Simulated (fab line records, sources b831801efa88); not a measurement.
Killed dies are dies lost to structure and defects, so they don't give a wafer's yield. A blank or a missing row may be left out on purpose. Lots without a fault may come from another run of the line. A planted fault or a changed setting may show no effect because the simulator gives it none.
fab line records | flow sfq_line
record lots=15 wafers=45 last_day=80
route steps=325 shown I3@134
lots that met no fault: from a run of the same line without faults
start_h: hours from the record's first day to the start of the lot's first wafer shown | wait_h: hours since the lot's step before | " the same as in the row above | L1.1+2: a row that stands for several wafers | - no value, or no start given | * or withheld: withheld | < > ~ a bound
route shown NAME@n: a module of which the file shows steps, and the number in the route of the first | usual: mean/standard deviation of fault-free wafers | same: alike in all rows | chamber/n: place in a boat | sites: the reading at each site | _std_site: their standard deviation | _edge_site: outer sites' mean less inner sites' | radius_mm: how far each site lies from the wafer's centre | mask NAME#n: copy n | behind: the tool/chamber that last shaped the wafer | hold: why the lot was held/for how many hours/how that ended | device: the transistor (n, p or np) that didn't switch | end of line: the same wafers' tests at the end of the route | a step without rows: its recipe alone | killed: dies lost to structure and defects at the first sort, not the wafer's yield | map: a wafer's dies, x killed, . not, _ none there
set.NAME: the setting as run; set.NAME@STEP: as run at that earlier step | model.NAME: the simulator's own value behind a step, which no gauge read
steps of the route over a sample of lots; a table a step, a row a wafer
services: from which hour (start_h, from the record's first day; less than 0 if before it) a tool's chamber was out of use, for how many hours, and why
## steps
# step SFQ_TRILAYER_I3_CMP_CMP_082
# recipe material=SiO2 down_force_psi=3 platen_rpm=60 pad_velocity_m_s=0.94248
# usual motor_current_A=10.0/0.53 platen_rpm=60.01/0.037 time_to_endpoint_s=217/9.3
# columns lot.wafer tool chamber start_h wait_h motor_current_A platen_rpm time_to_endpoint_s
L195.1 cmp-01 0 657.92 27.4 9.8 59.99 233
L195.5 " 2 658.92 28.4 10.1 60.00 216
L195.6 " 3 " " 10.9 60.01 216
L196.3 cmp-01 1 668.92 24.0 10.6 59.99 201
L196.2 " 2 " " 9.9 60.03 207
L196.4 " 3 " " 11.2 60.01 221
L197.1 cmp-01 2 683.32 28.0 10.5 60.04 207
L197.2 " 3 " " 10.5 60.10 212
L197.5 " 0 " " 10.4 60.01 227
L198.4 cmp-02 0 701.28 30.8 9.4 60.09 221
L198.5 " 0 703.28 32.8 9.3 60.05 220
L198.6 " 1 " " 9.4 60.00 231
L201.3 cmp-02 2 731.28 38.1 9.8 59.94 212
L201.1 " 0 732.28 39.1 9.6 60.06 215
L201.5 " 3 733.78 40.5 9.1 60.00 222
L202.3 cmp-01 2 740.32 39.9 10.5 59.97 208
L202.4 " 3 " " 10.8 60.02 215
L202.5 " 1 741.82 41.4 10.1 60.04 209
L203.4 cmp-01 2 756.57 47.7 10.5 59.97 215
L203.5 " 0 757.57 48.7 10.4 60.02 229
L203.6 " 1 " " 10.5 60.01 201
L204.4 cmp-01 0 758.57 47.3 9.9 59.99 230
L204.2 " 1 " " 11.2 59.97 209
L204.1 " 2 " " 10.3 60.03 207
L205.1 cmp-01 3 765.07 49.1 11.2 60.01 230
L205.4 " 0 " " 9.5 60.03 239
L205.2 " 1 " " 10.1 59.92 229
L206.1 cmp-01 1 770.57 52.2 9.8 60.01 215
L206.4 " 2 " " 10.6 60.00 232
L206.3 " 3 " " 10.8 60.00 239
L208.1 cmp-02 1 795.78 57.0 10.1 59.99 214
L208.3 " 3 796.78 58.0 10.0 59.98 200
L208.6 " 1 797.78 58.9 9.2 60.04 233
L210.1 cmp-01 3 808.15 60.9 10.4 60.01 218
L210.2 " 0 " " 9.6 60.04 239
L210.5 " 2 809.65 62.4 10.1 59.98 231
L213.2 cmp-02 3 838.51 57.8 9.9 60.03 214
L213.3 " 0 " " 9.5 59.95 216
L213.5 " 1 " " 9.5 60.00 226
L215.1 cmp-02 3 849.51 55.6 10.2 60.02 209
L215.2 " 2 851.01 57.1 9.1 60.02 215
L215.6 " 3 " " 9.7 60.03 214
L217.3 cmp-01 1 863.88 60.4 10.0 59.98 195
L217.1 " 2 " " 10.6 59.99 220
L217.5 " 3 " " 11.2 60.00 216
# step SFQ_TRILAYER_I3_METRO_MEASURE_083
# usual thk_nm=200.2/1.5
# columns lot.wafer tool chamber start_h wait_h thk_nm
L195.1 film_metro-02 - 660.04 0.1 201.4
L195.5 " - " " 200.5
L195.6 " - " " 200.0
L196.2 film_metro-03 - 672.24 0.3 200.0
L196.3 " - " " 197.8
L196.4 " - " " 200.0
L197.1 film_metro-04 - 685.44 0.1 199.3
L197.2 " - " " 199.6
L197.5 " - " " 200.4
L198.4 film_metro-02 - 705.00 0.6 202.2
L198.5 " - " " 203.1
L198.6 " - " " 202.5
L201.1 film_metro-03 - 734.40 0.1 199.3
L201.3 " - " " 198.6
L201.5 " - " " 198.6
L202.3 film_metro-03 - 742.84 0.5 200.2
L202.4 " - " " 200.7
L202.5 " - " " 198.9
L203.4 film_metro-02 - 759.29 0.6 202.0
L203.5 " - " " 202.8
L203.6 " - " " 200.9
L204.1 film_metro-04 - 761.69 0.1 200.3
L204.2 " - " " 199.0
L204.4 " - " " 203.1
L205.1 film_metro-04 - 767.69 0.1 180.7
L205.2 " - " " 179.2
L205.4 " - " " 181.3
L206.1 film_metro-03 - 773.69 0.1 177.9
L206.3 " - " " 179.4
L206.4 " - " " 179.6
L208.1 film_metro-03 - 798.40 0.1 202.4
L208.3 " - " " 198.5
L208.6 " - " " 201.7
L210.1 film_metro-03 - 810.27 0.1 180.5
L210.2 " - " " 182.6
L210.5 " - " " 180.6
L213.2 film_metro-02 - 840.83 0.3 199.8
L213.3 " - " " 201.0
L213.5 " - " " 201.3
L215.1 film_metro-03 - 852.63 0.1 199.3
L215.2 " - " " 200.4
L215.6 " - " " 199.3
L217.1 film_metro-04 - 866.00 0.1 199.9
L217.3 " - " " 197.0
L217.5 " - " " 200.2
# step SFQ_TRILAYER_I3_VIA_ETCH_VIA_ETCH_088
# recipe target=SiO2 stop_on=Nb mask_material=PR taper_deg=20 chemistry=CHF3 target_depth_nm=260 source_w=500 bias_w=80 pressure_mtorr=30 time_s=withheld
# usual bias_w=80.01/0.24 drypump_motor_current_A=5.7/0.44 oes_product_au=0.855/0.0059
# columns lot.wafer tool chamber start_h wait_h bias_w drypump_motor_current_A oes_product_au
L195.1 rie_diel-04 3 757.05 0.0 79.81 5.3 0.854
L195.5 " 3 " " 79.76 5.3 0.866
L195.6 " 0 " " 80.16 5.7 0.853
L196.2 rie_diel-03 2 766.65 0.0 79.75 5.8 0.857
L196.3 " 1 " " 80.12 5.4 0.848
L196.4 " 3 " " 79.78 5.8 0.855
L197.1 rie_diel-03 1 780.95 0.0 79.87 5.4 0.857
L197.2 " 2 " " 80.22 5.7 0.858
L197.5 " 0 " " 79.94 4.8 0.856
L198.4 rie_diel-04 0 791.80 0.1 80.12 5.7 0.857
L198.5 " 2 " " 80.01 6.0 0.857
L198.6 " 3 " " 80.18 5.3 0.857
L201.1 rie_diel-04 1 813.35 0.0 80.34 6.6 0.857
L201.3 " 3 " " 79.78 5.3 0.844
L201.5 " 2 " " 79.88 6.0 0.843
L202.3 rie_diel-01 2 820.55 0.0 80.03 5.8 0.854
L202.4 " 2 " " 79.96 5.8 0.853
L202.5 " 3 " " 80.27 6.2 0.848
L203.4 rie_diel-04 3 835.70 0.0 80.17 5.3 0.862
L203.5 " 1 " " 79.67 6.6 0.858
L203.6 " 2 " " 80.28 6.0 0.851
L204.1 rie_diel-03 0 838.10 0.0 79.73 4.8 0.850
L204.2 " 2 " " 80.16 5.7 0.847
L204.4 " 1 " " 80.17 5.5 0.863
L205.1 rie_diel-03 2 844.10 0.0 80.13 5.8 0.810
L205.2 " 1 " " 80.05 5.4 0.808
L205.4 " 0 " " 80.07 4.8 0.808
L206.1 rie_diel-01 0 848.90 0.0 79.91 5.6 0.806
L206.3 " 1 " " 79.88 5.8 0.811
L206.4 " 3 " " 80.14 6.2 0.801
L208.1 rie_diel-03 0 871.70 0.0 80.49 4.7 0.867
L208.3 " 2 " " 80.19 5.7 0.857
L208.6 " 3 " " 79.94 5.9 0.854
L210.1 rie_diel-04 1 884.90 0.0 79.73 6.6 0.818
L210.2 " 0 " " 80.02 5.7 0.810
L210.5 " 3 " " 79.85 5.3 0.803
L213.2 rie_diel-04 3 914.90 0.0 80.24 5.3 0.847
L213.3 " 0 " " 80.22 5.7 0.857
L213.5 " 3 " " 80.70 5.3 0.860
L215.1 rie_diel-01 1 925.70 0.0 79.59 5.8 0.854
L215.2 " 2 " " 79.83 5.8 0.850
L215.6 " 2 " " 79.81 5.8 0.857
L217.1 rie_diel-03 3 942.30 0.0 80.08 5.8 0.854
L217.3 " 0 " " 79.90 4.8 0.850
L217.5 " 3 " " 79.50 5.8 0.853
## services
# columns tool chamber start_h hours kind
cmp-02 - 634.55 3.7 repair
film_metro-03 - 635.40 0.8 pm
cmp-01 - 644.86 6.1 repair
film_metro-03 - 645.61 0.5 pm
rie_diel-03 1 646.20 9.8 repair
cmp-01 - 671.92 4.4 pm
rie_diel-04 0 725.00 1.3 repair
rie_diel-03 0 726.48 13.0 repair
rie_diel-04 - 742.44 0.2 repair
rie_diel-03 - 744.54 15.6 pm
cmp-01 - 748.18 4.4 repair
cmp-01 - 781.88 7.3 repair
film_metro-03 - 788.94 0.4 pm
rie_diel-03 - 829.15 1.7 repair
rie_diel-04 - 839.52 2.8 pm
rie_diel-04 - 851.07 4.6 repair
cmp-01 - 854.15 2.7 repair
rie_diel-03 - 873.87 0.5 repair
rie_diel-03 0 875.55 14.3 repair
film_metro-03 - 880.40 0.3 pm
film_metro-03 - 890.61 0.4 pm
rie_diel-04 3 904.73 4.6 repair
rie_diel-03 1 917.63 6.1 repair
cmp-01 - 919.39 4.0 pm
## key
first_sign step=SFQ_TRILAYER_I3_CMP_CMP_082 reading=time_to_endpoint_s direction=up sigmas=1.5 usual=* struck=*
effect step=SFQ_TRILAYER_I3_METRO_MEASURE_083 reading=thk_nm direction=down sigmas=13 usual=200.2 struck=180.2
effect step=SFQ_TRILAYER_I3_VIA_ETCH_VIA_ETCH_088 reading=oes_product_au direction=down sigmas=7.9 usual=0.855 struck=0.808
met_at SFQ_TRILAYER_I3_CMP_CMP_082
struck_lots L205,L206,L210
onset_between 758.57 765.07
fault kind=process_parameter_drift tool=cmp-01 chamber=- onset_h=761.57 steps=SFQ_TRILAYER_I3_CMP_CMP_082 channel=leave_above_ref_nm offset=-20 shape=step end_h=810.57 acts_in=these_recipes_only stated=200
